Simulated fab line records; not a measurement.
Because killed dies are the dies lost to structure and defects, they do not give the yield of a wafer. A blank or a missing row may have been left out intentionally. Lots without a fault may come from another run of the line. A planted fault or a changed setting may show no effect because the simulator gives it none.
fab line records -- flow sky130
[record] lots = 12, wafers = 36, lastDay = 50
route steps=708 shown FIELD_ISO@3 NWELL@34 RES_PROTECT@214
lots with no fault: from the same line, run without faults
startH: hours from the record's opening day to when the first of the lot's shown wafers began -- waitH: hours since the lot's step before -- " as in the row above -- L1.1+2: a row that stands for several wafers -- - no value, or no start given -- * or withheld: withheld -- < > ~ a bound
route shown NAME@n: a module of which the file shows steps, and the number in the route of the first -- usual: the fault-free wafers' mean and standard deviation -- same: alike in all rows -- chamber/n: place in a boat -- sites: per-site readings -- _std_site: the values' standard deviation -- _edge_site: inner sites' mean taken away from outer sites' mean -- radiusMm: for every site, how far away it sits from the centre of the wafer -- mask NAME#n: copy n -- behind: the tool/chamber that last shaped the wafer -- hold: why the lot was held/for how many hours/how that ended -- device: whichever transistor did not switch (one of n, p or np) -- end of line: tests of these same wafers at the route's end -- step lacking rows: just its recipe -- killed: count of dies lost to structure and defects at first sort (not the wafer's yield) -- map: dies across one wafer; x = killed, . = not, _ = none there
set.NAME: the setting that was run; set.NAME@STEP: the one run at that earlier step -- model.NAME: the simulator's own value behind a step, which no gauge read
route steps across a sampled set of lots; one table per step, one row per wafer
services: when a tool's chamber went out of use (startH, in hours from the record's first day, below 0 if earlier), for how many hours, and the reason
[[steps]]
[step SKY_FIELD_ISO_THK_MEAS_02]
[recipe] reads = SiO2_of_FIELD_ISO_OXIDATION_01
[usual] FIELD_ISO_OXIDATION_00_THK = 12.12/0.25
lot.wafer,tool,chamber,startH,waitH,FIELD_ISO_OXIDATION_00_THK[nm]
L696.1,filmMetro-01,-,28.41,0.0,12.03
L696.4,filmMetro-01,-,28.41,0.0,11.92
L696.5,filmMetro-01,-,28.41,0.0,11.93
L697.3,filmMetro-01,-,32.88,0.0,12.30
L697.4,filmMetro-01,-,32.88,0.0,12.02
L697.6,filmMetro-01,-,32.88,0.0,12.11
L699.1,filmMetro-03,-,42.77,0.0,11.81
L699.4,filmMetro-03,-,42.77,0.0,11.73
L699.5,filmMetro-03,-,42.77,0.0,11.89
L700.3,filmMetro-01,-,47.20,0.0,11.95
L700.5,filmMetro-01,-,47.20,0.0,12.03
L700.6,filmMetro-01,-,47.20,0.0,11.85
L701.1,filmMetro-02,-,51.63,0.0,12.12
L701.3,filmMetro-02,-,51.63,0.0,12.06
L701.5,filmMetro-02,-,51.63,0.0,11.86
L702.1,filmMetro-01,-,56.63,0.0,11.84
L702.5,filmMetro-01,-,56.63,0.0,11.79
L702.6,filmMetro-01,-,56.63,0.0,11.90
L704.1,filmMetro-01,-,67.38,0.0,11.97
L704.3,filmMetro-01,-,67.38,0.0,11.73
L704.4,filmMetro-01,-,67.38,0.0,11.94
L705.1,filmMetro-01,-,73.87,0.0,12.46
L705.2,filmMetro-01,-,73.87,0.0,12.40
L705.6,filmMetro-01,-,73.87,0.0,12.49
L709.2,filmMetro-01,-,92.41,0.0,12.18
L709.3,filmMetro-01,-,92.41,0.0,12.30
L709.4,filmMetro-01,-,92.41,0.0,11.91
L712.2,filmMetro-02,-,108.55,0.0,11.62
L712.3,filmMetro-02,-,108.55,0.0,11.78
L712.5,filmMetro-02,-,108.55,0.0,12.00
L714.1,filmMetro-03,-,116.68,0.0,11.71
L714.2,filmMetro-03,-,116.68,0.0,12.12
L714.3,filmMetro-03,-,116.68,0.0,12.25
L716.1,filmMetro-01,-,127.20,0.0,12.64
L716.2,filmMetro-01,-,127.20,0.0,12.82
L716.4,filmMetro-01,-,127.20,0.0,12.59
[step SKY_NWELL_THK_MEAS_02]
[recipe] reads = SiO2_of_NWELL_OXIDATION_01
[usual] NWELL_OXIDATION_THK = 10.16/0.23
lot.wafer,tool,chamber,startH,waitH,NWELL_OXIDATION_THK[nm]
L696.1,filmMetro-03,-,53.82,0.0,10.37
L696.4,filmMetro-03,-,53.82,0.0,10.57
L696.5,filmMetro-03,-,53.82,0.0,10.42
L697.3,filmMetro-02,-,59.45,0.0,10.07
L697.4,filmMetro-02,-,59.45,0.0,9.99
L697.6,filmMetro-02,-,59.45,0.0,10.18
L699.1,filmMetro-04,-,68.78,0.0,10.13
L699.4,filmMetro-04,-,68.78,0.0,9.92
L699.5,filmMetro-04,-,68.78,0.0,10.22
L700.3,filmMetro-03,-,76.17,0.0,10.09
L700.5,filmMetro-03,-,76.17,0.0,10.21
L700.6,filmMetro-03,-,76.17,0.0,10.01
L701.1,filmMetro-02,-,80.40,0.0,10.00
L701.3,filmMetro-02,-,80.40,0.0,9.92
L701.5,filmMetro-02,-,80.40,0.0,9.97
L702.1,filmMetro-03,-,83.49,0.0,10.45
L702.5,filmMetro-03,-,83.49,0.0,10.53
L702.6,filmMetro-03,-,83.49,0.0,10.58
L704.1,filmMetro-02,-,93.31,0.0,10.28
L704.3,filmMetro-02,-,93.31,0.0,10.24
L704.4,filmMetro-02,-,93.31,0.0,10.04
L705.1,filmMetro-03,-,99.23,0.0,10.09
L705.2,filmMetro-03,-,99.23,0.0,10.09
L705.6,filmMetro-03,-,99.23,0.0,10.14
L709.2,filmMetro-02,-,119.59,0.0,10.22
L709.3,filmMetro-02,-,119.59,0.0,10.41
L709.4,filmMetro-02,-,119.59,0.0,10.39
L712.2,filmMetro-04,-,138.05,0.0,10.10
L712.3,filmMetro-04,-,138.05,0.0,10.36
L712.5,filmMetro-04,-,138.05,0.0,10.11
L714.1,filmMetro-02,-,148.54,0.0,10.38
L714.2,filmMetro-02,-,148.54,0.0,10.25
L714.3,filmMetro-02,-,148.54,0.0,10.49
L716.1,filmMetro-02,-,158.03,0.0,10.23
L716.2,filmMetro-02,-,158.03,0.0,10.21
L716.4,filmMetro-02,-,158.03,0.0,10.17
[step SKY_NWELL_IMPLANT_24]
[recipe] species = B, energyKev = 140, doseCm2 = 9.2e+12, tiltDeg = withheld
[usual] doseIonsCm2 = 9.204e+12/9.9e+09, endStationPressureTorr = 5.02e-06/2.4e-07, faradayCurrentUA = 52.0/1
[same] implantIonAmu = 11
lot.wafer,tool,chamber,startH,waitH,doseIonsCm2,endStationPressureTorr,faradayCurrentUA
L696.1,implanter-03,0,123.42,0.0,9.196e+12,5.08e-06,53.3
L696.4,implanter-03,0,123.42,0.0,9.198e+12,4.95e-06,51.6
L696.5,implanter-03,0,123.42,0.0,9.191e+12,4.96e-06,52.5
L697.3,implanter-04,0,128.53,0.1,9.212e+12,5.17e-06,52.5
L697.4,implanter-04,0,128.53,0.1,9.197e+12,4.99e-06,50.4
L697.6,implanter-04,0,128.53,0.1,9.206e+12,4.91e-06,51.5
L699.1,implanter-03,0,141.07,0.0,9.199e+12,5.13e-06,51.1
L699.4,implanter-03,0,141.07,0.0,9.206e+12,4.91e-06,51.4
L699.5,implanter-03,0,141.07,0.0,9.206e+12,4.48e-06,53.8
L700.3,implanter-04,0,146.98,0.1,9.229e+12,4.69e-06,54.1
L700.5,implanter-04,0,146.98,0.1,9.211e+12,4.98e-06,53.8
L700.6,implanter-04,0,146.98,0.1,9.197e+12,5.05e-06,52.4
L701.1,implanter-03,0,153.28,0.0,9.198e+12,5.04e-06,52.2
L701.3,implanter-03,0,153.28,0.0,9.191e+12,4.99e-06,51.0
L701.5,implanter-03,0,153.28,0.0,9.195e+12,5.01e-06,51.5
L702.1,implanter-01,0,155.62,0.0,9.19e+12,4.63e-06,52.7
L702.5,implanter-01,0,155.62,0.0,9.229e+12,5.33e-06,50.7
L702.6,implanter-01,0,155.62,0.0,9.189e+12,4.79e-06,51.0
L704.1,implanter-04,0,169.42,0.0,9.217e+12,4.75e-06,50.6
L704.3,implanter-04,0,169.42,0.0,9.226e+12,5.54e-06,53.0
L704.4,implanter-04,0,169.42,0.0,9.222e+12,5.38e-06,51.3
L705.1,implanter-01,0,174.47,0.0,9.215e+12,5.47e-06,52.4
L705.2,implanter-01,0,174.47,0.0,9.208e+12,5.3e-06,52.2
L705.6,implanter-01,0,174.47,0.0,9.207e+12,5.15e-06,52.8
L709.2,implanter-01,0,200.90,0.0,9.195e+12,5.21e-06,53.1
L709.3,implanter-01,0,200.90,0.0,9.2e+12,4.87e-06,51.7
L709.4,implanter-01,0,200.90,0.0,9.199e+12,5.04e-06,51.7
L712.2,implanter-04,0,222.85,0.0,1.0985e+13,5.06e-06,61.4
L712.3,implanter-04,0,222.85,0.0,1.0994e+13,4.91e-06,62.2
L712.5,implanter-04,0,222.85,0.0,1.0973e+13,4.83e-06,64.4
L714.1,implanter-04,0,234.98,0.0,1.0995e+13,5.26e-06,61.8
L714.2,implanter-04,0,234.98,0.0,1.0984e+13,4.99e-06,62.3
L714.3,implanter-04,0,234.98,0.0,1.099e+13,4.72e-06,63.1
L716.1,implanter-01,0,245.02,0.0,9.21e+12,5.21e-06,51.4
L716.2,implanter-01,0,245.02,0.0,9.192e+12,4.84e-06,49.8
L716.4,implanter-01,0,245.02,0.0,9.205e+12,5.18e-06,50.5
[step SKY_NWELL_TW_MEAS_26]
[usual] NWELL_2_TW = 495/6.1
lot.wafer,tool,chamber,startH,waitH,NWELL_2_TW
L696.1,filmMetro-02,-,123.67,0.1,498
L696.4,filmMetro-02,-,123.67,0.1,493
L696.5,filmMetro-02,-,123.67,0.1,495
L697.3,filmMetro-02,-,128.75,0.1,495
L697.4,filmMetro-02,-,128.75,0.1,495
L697.6,filmMetro-02,-,128.75,0.1,495
L699.1,filmMetro-03,-,141.32,0.1,500
L699.4,filmMetro-03,-,141.32,0.1,494
L699.5,filmMetro-03,-,141.32,0.1,499
L700.3,filmMetro-03,-,147.20,0.1,501
L700.5,filmMetro-03,-,147.20,0.1,504
L700.6,filmMetro-03,-,147.20,0.1,503
L701.1,filmMetro-04,-,153.53,0.1,490
L701.3,filmMetro-04,-,153.53,0.1,489
L701.5,filmMetro-04,-,153.53,0.1,489
L702.1,filmMetro-04,-,155.87,0.1,490
L702.5,filmMetro-04,-,155.87,0.1,489
L702.6,filmMetro-04,-,155.87,0.1,485
L704.1,filmMetro-03,-,169.67,0.1,499
L704.3,filmMetro-03,-,169.67,0.1,499
L704.4,filmMetro-03,-,169.67,0.1,500
L705.1,filmMetro-02,-,174.74,0.1,495
L705.2,filmMetro-02,-,174.74,0.1,497
L705.6,filmMetro-02,-,174.74,0.1,494
L709.2,filmMetro-03,-,201.13,0.1,499
L709.3,filmMetro-03,-,201.13,0.1,497
L709.4,filmMetro-03,-,201.13,0.1,499
L712.2,filmMetro-04,-,223.08,0.1,510
L712.3,filmMetro-04,-,223.08,0.1,515
L712.5,filmMetro-04,-,223.08,0.1,514
L714.1,filmMetro-04,-,235.23,0.1,513
L714.2,filmMetro-04,-,235.23,0.1,514
L714.3,filmMetro-04,-,235.23,0.1,511
L716.1,filmMetro-02,-,245.27,0.1,493
L716.2,filmMetro-02,-,245.27,0.1,490
L716.4,filmMetro-02,-,245.27,0.1,493
[step SKY_RES_PROTECT_STRIP_07]
[recipe] chemistry = O2/N2, powerW = 1400, pressureMtorr = 1500, platenTempC = withheld, o2FlowSccm = 3000, n2FlowSccm = 300, overashFraction = 0.5
[usual] drypumpMotorCurrentA = 5.58/0.21, n2FlowSccm = 299.9/0.85, oesProductAu = 0.517/0.0046, stripTimeToEndpointS = 23.31/0.051
[same] overashFraction = 0.5
lot.wafer,tool,chamber,startH,waitH,drypumpMotorCurrentA,n2FlowSccm,oesProductAu,rfHoursCounterH,stripTimeToEndpointS
L696.1,plasmaAsher-02,0,367.61,0.1,5.67,299.7,0.517,55,23.30
L696.4,plasmaAsher-02,0,367.61,0.1,5.69,298.3,0.517,-,23.35
L696.5,plasmaAsher-02,1,367.61,0.1,5.50,301.3,0.510,-,23.34
L697.3,plasmaAsher-02,0,380.37,0.1,5.72,298.7,0.522,-,23.30
L697.4,plasmaAsher-02,1,380.37,0.1,5.47,300.0,0.507,-,23.30
L697.6,plasmaAsher-02,1,380.37,0.1,5.44,300.3,0.520,-,23.25
L699.1,plasmaAsher-02,0,394.24,0.1,5.68,299.7,0.515,58,23.31
L699.4,plasmaAsher-02,0,394.24,0.1,5.70,299.4,0.520,-,23.30
L699.5,plasmaAsher-02,1,394.24,0.1,5.47,301.4,0.513,-,23.27
L700.3,plasmaAsher-02,1,404.77,0.1,5.41,300.3,0.509,-,23.28
L700.5,plasmaAsher-02,1,404.77,0.1,5.47,299.6,0.513,-,23.28
L700.6,plasmaAsher-02,0,404.77,0.1,5.71,298.9,0.516,-,23.30
L701.1,plasmaAsher-02,1,410.93,0.1,5.47,300.4,0.520,60,23.31
L701.3,plasmaAsher-02,1,410.93,0.1,5.49,300.6,0.516,-,23.30
L701.5,plasmaAsher-02,1,410.93,0.1,5.49,299.1,0.529,-,23.30
L702.1,plasmaAsher-01,0,411.08,0.1,5.82,299.7,0.515,31,23.32
L702.5,plasmaAsher-01,1,411.08,0.1,5.52,300.9,0.524,-,23.30
L702.6,plasmaAsher-01,0,411.08,0.1,5.81,299.6,0.516,-,23.32
L704.1,plasmaAsher-02,1,437.58,0.1,5.47,299.2,0.517,63,23.30
L704.3,plasmaAsher-02,1,437.58,0.1,5.47,300.3,0.521,-,23.31
L704.4,plasmaAsher-02,0,437.58,0.1,5.69,300.1,0.516,-,23.28
L705.1,plasmaAsher-01,1,444.73,0.1,5.52,301.1,0.510,34,23.39
L705.2,plasmaAsher-01,0,444.73,0.1,5.83,300.0,0.517,34,23.38
L705.6,plasmaAsher-01,0,444.73,0.1,5.84,300.0,0.520,-,23.42
L709.2,plasmaAsher-02,0,484.23,0.1,5.70,299.7,0.514,67,23.39
L709.3,plasmaAsher-02,0,484.23,0.1,5.73,299.9,0.518,-,23.39
L709.4,plasmaAsher-02,1,484.23,0.1,5.44,300.2,0.523,-,23.43
L712.2,plasmaAsher-01,1,509.24,0.1,5.54,299.4,0.518,40,23.28
L712.3,plasmaAsher-01,1,509.24,0.1,5.53,298.6,0.518,-,23.24
L712.5,plasmaAsher-01,0,509.24,0.1,5.83,298.9,0.516,-,23.22
L714.1,plasmaAsher-01,1,524.61,0.1,5.53,299.9,0.522,42,23.28
L714.2,plasmaAsher-01,0,524.61,0.1,5.84,299.4,0.519,42,23.25
L714.3,plasmaAsher-01,1,524.61,0.1,5.53,300.4,0.518,-,23.33
L716.1,plasmaAsher-04,1,533.33,0.1,5.70,299.9,0.521,84,23.29
L716.2,plasmaAsher-04,0,533.33,0.1,5.12,300.5,0.520,84,23.28
L716.4,plasmaAsher-04,0,533.33,0.1,5.12,299.5,0.518,-,23.28
[[services]]
tool,chamber,startH,hours,kind
plasmaAsher-01,-,108.75,9.0,pm
implanter-04,-,118.54,2.7,repair
plasmaAsher-02,-,120.56,6.3,repair
implanter-01,-,126.11,3.4,repair
plasmaAsher-01,-,135.47,1.9,repair
implanter-03,-,162.64,2.6,pm
plasmaAsher-04,-,179.45,3.2,repair
plasmaAsher-04,-,188.82,1.0,repair
implanter-04,-,206.77,2.3,repair
implanter-03,-,225.53,1.6,repair
implanter-03,-,249.92,2.0,repair
plasmaAsher-04,-,255.45,0.8,repair
implanter-04,-,260.66,1.9,repair
implanter-03,-,297.88,1.4,repair
implanter-04,-,325.01,3.4,repair
implanter-01,-,325.51,3.0,pm
implanter-01,-,342.57,1.6,repair
implanter-01,-,357.76,8.8,repair
plasmaAsher-01,-,363.88,1.3,repair
implanter-01,-,366.13,2.1,repair
implanter-01,-,392.14,51.8,pm
implanter-03,-,410.27,2.2,repair
implanter-04,-,492.16,1.7,repair
plasmaAsher-02,-,513.27,4.5,repair
[[key]]
[firstSign] step = SKY_NWELL_IMPLANT_24, reading = doseIonsCm2, direction = up, sigmas = 99+, usual = *, struck = *
[effect] step = SKY_NWELL_IMPLANT_24, reading = faradayCurrentUA, direction = up, sigmas = 10, usual = 52.0, struck = 62.5
[effect] step = SKY_NWELL_TW_MEAS_26, reading = NWELL_2_TW, direction = up, sigmas = 3, usual = 495, struck = 513
metAt SKY_NWELL_IMPLANT_24
struckLots L712,L714
testerLeftOut L712,L714
notActingAt SKY_FIELD_ISO_THK_MEAS_02,SKY_NWELL_THK_MEAS_02,SKY_RES_PROTECT_STRIP_07
onsetBetween 169.42 222.85
[fault] kind = processParameterDrift, tool = implanter-04, chamber = -, onsetH = 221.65, steps = SKY_NWELL_IMPLANT_24, channel = doseCm2, offset = *, shape = step, endH = 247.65, actsIn = *, stated = *
// testerLeftOut: of these lots the tester's yield and bins aren't shown, on N5 and GAA mostly nor the transistor test; their killed dies are dies lost to structure and defects alone, not to doping, threshold or leakage, so they don't give the yield
